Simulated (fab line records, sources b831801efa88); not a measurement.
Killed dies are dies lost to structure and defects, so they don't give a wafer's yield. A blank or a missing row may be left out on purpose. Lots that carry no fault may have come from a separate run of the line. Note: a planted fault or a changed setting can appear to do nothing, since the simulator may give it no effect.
Chamber matching	flow gf180mcu	GF_PASSIVATION_CVD_00 on pecvd-04: 3 sister chambers
The step deposits SiO2 from TEOS, target thk 1000 nm, time 111.95 s. 3 wafers are shown with their chamber, then 8 later ones without.

## WAFERS PAIRED WITH THEIR CHAMBERS
wafer	chamber	heater power w (W)
L086.4	2	839
L089.2	0	629
L091.1	1	650

## WAFERS WITHOUT THEIR CHAMBER
wafer	heater power w (W)
L091.2	583
L091.3	800
L091.4	516
L091.5	838
L091.6	637
L097.1	670
L097.2	820
L097.4	524

## THE CHAMBER EACH PASSED THROUGH
wafer	from the rows above	in truth
L091.2	can't be placed: 0 or 1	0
L091.3	can't be placed: 2 or 1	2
L091.4	can't be placed: 0 or 1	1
L091.5	2	2
L091.6	can't be placed: 0 or 1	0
L097.1	can't be placed: 1 or 0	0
L097.2	2	2
L097.4	can't be placed: 0 or 1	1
Placed correctly: 2 of 8. Cannot be placed on the basis of these rows: 6; the candidates contain the true chamber in 6. Placed wrongly: 0.
How it was worked out, from the rows above alone: a wafer's distance from a chamber is the root of the sum, over the readings, of the square of ((its reading less the chamber's mean) divided by the reading's scatter). If the next closest chamber is less than 2 further off than the closest, the wafer can't be placed; otherwise it belongs to the closest. The mean given for a chamber averages the wafers shown for that chamber. The scatter (one wafer shown for each chamber): square how far every hidden wafer sits from the nearest shown wafer, average those squares and take the square root.
